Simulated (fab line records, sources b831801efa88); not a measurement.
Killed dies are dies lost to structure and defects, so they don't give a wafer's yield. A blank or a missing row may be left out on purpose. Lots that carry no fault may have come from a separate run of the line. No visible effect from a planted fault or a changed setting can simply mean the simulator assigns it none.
The tool behind it: which one? || flow gf180mcu || 33 wafers from 11 lots sampled at 5 of the route's 602 steps

## WHAT THE GAUGES READ, wafer by wafer
GF_V1_RS_MEAS_24: a four-point-probe measurement. Usual: for V1_W_RS the level is 0.329 ohm/sq and the standard deviation is 0.0038.
{"lot": "L159", "measured": "day 19 22:17", "on": "film-metro-01", "V1_W_RS (ohm/sq)": "0.323 0.327 0.325", "flag": ""}
{"lot": "L161", "measured": "day 20 17:10", "on": "film-metro-02", "V1_W_RS (ohm/sq)": "0.323 0.335 0.323", "flag": ""}
{"lot": "L160", "measured": "day 20 19:49", "on": "film-metro-01", "V1_W_RS (ohm/sq)": "0.326 0.327 0.327", "flag": ""}
{"lot": "L163", "measured": "day 21 13:26", "on": "film-metro-01", "V1_W_RS (ohm/sq)": "0.327 0.326 0.327", "flag": ""}
{"lot": "L165", "measured": "day 22 08:40", "on": "film-metro-01", "V1_W_RS (ohm/sq)": "0.322 0.333 0.324", "flag": ""}
{"lot": "L166", "measured": "day 22 16:26", "on": "film-metro-02", "V1_W_RS (ohm/sq)": "0.325 0.326 0.334", "flag": ""}
{"lot": "L168", "measured": "day 23 05:31", "on": "film-metro-02", "V1_W_RS (ohm/sq)": "0.334 0.330 0.331", "flag": ""}
{"lot": "L169", "measured": "day 23 15:25", "on": "film-metro-03", "V1_W_RS (ohm/sq)": "0.333 0.324 0.334", "flag": ""}
{"lot": "L175", "measured": "day 25 11:36", "on": "film-metro-01", "V1_W_RS (ohm/sq)": "0.321 0.323 0.327", "flag": ""}
{"lot": "L176", "measured": "day 25 19:23", "on": "film-metro-01", "V1_W_RS (ohm/sq)": "0.332 0.336 0.337", "flag": ""}
{"lot": "L177", "measured": "day 26 10:59", "on": "film-metro-03", "V1_W_RS (ohm/sq)": "0.329 0.329 0.331", "flag": ""}

GF_V2_RS_MEAS_24: a four-point-probe measurement. Usual: for V2_W_RS the level is 0.330 ohm/sq and the standard deviation is 0.0033.
{"lot": "L159", "measured": "day 22 01:38", "on": "film-metro-02", "V2_W_RS (ohm/sq)": "0.332 0.327 0.329", "flag": ""}
{"lot": "L161", "measured": "day 22 19:18", "on": "film-metro-02", "V2_W_RS (ohm/sq)": "0.324 0.323 0.327", "flag": ""}
{"lot": "L160", "measured": "day 22 22:04", "on": "film-metro-02", "V2_W_RS (ohm/sq)": "0.330 0.333 0.334", "flag": ""}
{"lot": "L163", "measured": "day 23 14:34", "on": "film-metro-03", "V2_W_RS (ohm/sq)": "0.333 0.329 0.331", "flag": ""}
{"lot": "L165", "measured": "day 24 08:14", "on": "film-metro-02", "V2_W_RS (ohm/sq)": "0.337 0.328 0.335", "flag": ""}
{"lot": "L166", "measured": "day 24 16:49", "on": "film-metro-03", "V2_W_RS (ohm/sq)": "0.336 0.334 0.337", "flag": ""}
{"lot": "L168", "measured": "day 25 04:26", "on": "film-metro-02", "V2_W_RS (ohm/sq)": "0.174 0.173 0.173", "flag": "OFF"}
{"lot": "L169", "measured": "day 25 14:28", "on": "film-metro-04", "V2_W_RS (ohm/sq)": "0.174 0.175 0.175", "flag": "OFF"}
{"lot": "L175", "measured": "day 27 07:55", "on": "film-metro-03", "V2_W_RS (ohm/sq)": "0.324 0.331 0.329", "flag": ""}
{"lot": "L176", "measured": "day 27 15:44", "on": "film-metro-03", "V2_W_RS (ohm/sq)": "0.326 0.321 0.329", "flag": ""}
{"lot": "L177", "measured": "day 28 06:15", "on": "film-metro-04", "V2_W_RS (ohm/sq)": "0.334 0.330 0.329", "flag": ""}

GF_V2_THK_MEAS_25: measures by xrf. Usual: for V2_W_THK the level is 353 nm and the standard deviation is 4.1.
{"lot": "L159", "measured": "day 22 01:44", "on": "film-metro-02", "V2_W_THK (nm)": "350 354 351", "flag": ""}
{"lot": "L161", "measured": "day 22 19:25", "on": "film-metro-02", "V2_W_THK (nm)": "357 360 355", "flag": ""}
{"lot": "L160", "measured": "day 22 22:11", "on": "film-metro-02", "V2_W_THK (nm)": "354 350 349", "flag": ""}
{"lot": "L163", "measured": "day 23 14:41", "on": "film-metro-03", "V2_W_THK (nm)": "351 354 351", "flag": ""}
{"lot": "L165", "measured": "day 24 08:20", "on": "film-metro-02", "V2_W_THK (nm)": "344 352 346", "flag": ""}
{"lot": "L166", "measured": "day 24 16:56", "on": "film-metro-03", "V2_W_THK (nm)": "349 351 348", "flag": ""}
{"lot": "L168", "measured": "day 25 04:33", "on": "film-metro-02", "V2_W_THK (nm)": "- - -", "flag": "OFF"}
{"lot": "L169", "measured": "day 25 14:35", "on": "film-metro-04", "V2_W_THK (nm)": "- - -", "flag": "OFF"}
{"lot": "L175", "measured": "day 27 08:02", "on": "film-metro-03", "V2_W_THK (nm)": "361 355 352", "flag": ""}
{"lot": "L176", "measured": "day 27 15:50", "on": "film-metro-03", "V2_W_THK (nm)": "357 363 356", "flag": ""}
{"lot": "L177", "measured": "day 28 06:22", "on": "film-metro-04", "V2_W_THK (nm)": "351 355 354", "flag": ""}

## EACH LOT AND THE TOOL THAT RAN IT (in order: tool; ch and the chambers of the sampled wafers; start)
{"lot": "L159", "GF_V2_SPUTTER_22": "pvd-sputter-02, day 22 01:27", "GF_V2_CVD_23": "cvd-w-01 ch 0,1, day 22 01:29"}
{"lot": "L161", "GF_V2_SPUTTER_22": "pvd-sputter-01, day 22 19:09", "GF_V2_CVD_23": "cvd-w-02 ch 0,1, day 22 19:11"}
{"lot": "L160", "GF_V2_SPUTTER_22": "pvd-sputter-01, day 22 21:55", "GF_V2_CVD_23": "cvd-w-02 ch 0,1, day 22 21:58"}
{"lot": "L163", "GF_V2_SPUTTER_22": "pvd-sputter-01, day 23 14:18", "GF_V2_CVD_23": "cvd-w-01 ch 0, day 23 14:20"}
{"lot": "L165", "GF_V2_SPUTTER_22": "pvd-sputter-02, day 24 08:03", "GF_V2_CVD_23": "cvd-w-02 ch 0,1, day 24 08:07"}
{"lot": "L166", "GF_V2_SPUTTER_22": "pvd-sputter-01, day 24 16:40", "GF_V2_CVD_23": "cvd-w-02 ch 0, day 24 16:43"}
{"lot": "L168", "GF_V2_SPUTTER_22": "pvd-sputter-02, day 25 04:17", "GF_V2_CVD_23": "cvd-w-02 ch 1, day 25 04:19"}
{"lot": "L169", "GF_V2_SPUTTER_22": "pvd-sputter-02, day 25 14:12", "GF_V2_CVD_23": "cvd-w-02 ch 1, day 25 14:14"}
{"lot": "L175", "GF_V2_SPUTTER_22": "pvd-sputter-03, day 27 07:46", "GF_V2_CVD_23": "cvd-w-01 ch 0,1, day 27 07:48"}
{"lot": "L176", "GF_V2_SPUTTER_22": "pvd-sputter-01, day 27 15:34", "GF_V2_CVD_23": "cvd-w-01 ch 0,1, day 27 15:36"}
{"lot": "L177", "GF_V2_SPUTTER_22": "pvd-sputter-01, day 28 06:06", "GF_V2_CVD_23": "cvd-w-01 ch 0,1, day 28 06:08"}
- GF_V2_SPUTTER_22: material TiN, target thk 10 nm, time 40 s.
- GF_V2_CVD_23: deposits W, target thk 350 nm, time 104.94 s.

## WHAT THE TOOLS THEMSELVES READ (means of the sampled wafers that have a number; where no wafer has one, the mark that the record gives instead)
GF_V2_SPUTTER_22. Usual: throttle-valve-pct reads 29.7 % (standard deviation 1.4).
{"lot": "L159", "tool": "pvd-sputter-02", "throttle-valve-pct (%)": 29.9, "flag": ""}
{"lot": "L161", "tool": "pvd-sputter-01", "throttle-valve-pct (%)": 29.4, "flag": ""}
{"lot": "L160", "tool": "pvd-sputter-01", "throttle-valve-pct (%)": 28.6, "flag": ""}
{"lot": "L163", "tool": "pvd-sputter-01", "throttle-valve-pct (%)": 30.0, "flag": ""}
{"lot": "L165", "tool": "pvd-sputter-02", "throttle-valve-pct (%)": 30.0, "flag": ""}
{"lot": "L166", "tool": "pvd-sputter-01", "throttle-valve-pct (%)": 29.7, "flag": ""}
{"lot": "L168", "tool": "pvd-sputter-02", "throttle-valve-pct (%)": 30.8, "flag": ""}
{"lot": "L169", "tool": "pvd-sputter-02", "throttle-valve-pct (%)": 29.2, "flag": ""}
{"lot": "L175", "tool": "pvd-sputter-03", "throttle-valve-pct (%)": 30.6, "flag": ""}
{"lot": "L176", "tool": "pvd-sputter-01", "throttle-valve-pct (%)": 30.1, "flag": ""}
{"lot": "L177", "tool": "pvd-sputter-01", "throttle-valve-pct (%)": 30.1, "flag": ""}

GF_V2_CVD_23. Usual: chamber-pressure-Torr 40.00 Torr, standard deviation 0.093; heater-power-w 858 W, standard deviation 110.
{"lot": "L159", "tool": "cvd-w-01", "chamber-pressure-Torr (Torr)": 40.04, "heater-power-w (W)": 822, "flag": ""}
{"lot": "L161", "tool": "cvd-w-02", "chamber-pressure-Torr (Torr)": 39.94, "heater-power-w (W)": 921, "flag": ""}
{"lot": "L160", "tool": "cvd-w-02", "chamber-pressure-Torr (Torr)": 40.11, "heater-power-w (W)": 816, "flag": ""}
{"lot": "L163", "tool": "cvd-w-01", "chamber-pressure-Torr (Torr)": 39.93, "heater-power-w (W)": 874, "flag": ""}
{"lot": "L165", "tool": "cvd-w-02", "chamber-pressure-Torr (Torr)": 39.93, "heater-power-w (W)": 813, "flag": ""}
{"lot": "L166", "tool": "cvd-w-02", "chamber-pressure-Torr (Torr)": 39.88, "heater-power-w (W)": 712, "flag": ""}
{"lot": "L168", "tool": "cvd-w-02", "chamber-pressure-Torr (Torr)": 40.05, "heater-power-w (W)": 1015, "flag": ""}
{"lot": "L169", "tool": "cvd-w-02", "chamber-pressure-Torr (Torr)": 40.03, "heater-power-w (W)": 1019, "flag": ""}
{"lot": "L175", "tool": "cvd-w-01", "chamber-pressure-Torr (Torr)": 39.93, "heater-power-w (W)": 830, "flag": ""}
{"lot": "L176", "tool": "cvd-w-01", "chamber-pressure-Torr (Torr)": 39.93, "heater-power-w (W)": 832, "flag": ""}
{"lot": "L177", "tool": "cvd-w-01", "chamber-pressure-Torr (Torr)": 39.93, "heater-power-w (W)": 836, "flag": ""}

## THE ANSWER, worked out from the rows above alone
Rule: a lot is off if the mean of its wafers that have a number lies more than 3 standard deviations from the usual mean. A lot without any number at a reading at which 4 lots or more have one is off too. Any other lot the step has rows for is counted as sound. After the gauges, taken in route order, come the tools' own readings; for these a lot's mean is taken, as printed above. The first step at which some lot is off is used, and at that step the reading that is off furthest; a lot without a number counts as furthest.
Off: L168, L169, at GF_V2_RS_MEAS_24 (V2_W_RS).
If a tool, at a process step before that reading, ran all the lots that are off and no sound lot after the first of them, it fits. Gauges at GF_V2_RS_MEAS_24: tried the same way as those tools. 2 tools fit, pvd-sputter-02 at GF_V2_SPUTTER_22 and cvd-w-02 at GF_V2_CVD_23, so this cannot tell which one it is.

## WHAT WAS PUT IN BY THE SIMULATOR
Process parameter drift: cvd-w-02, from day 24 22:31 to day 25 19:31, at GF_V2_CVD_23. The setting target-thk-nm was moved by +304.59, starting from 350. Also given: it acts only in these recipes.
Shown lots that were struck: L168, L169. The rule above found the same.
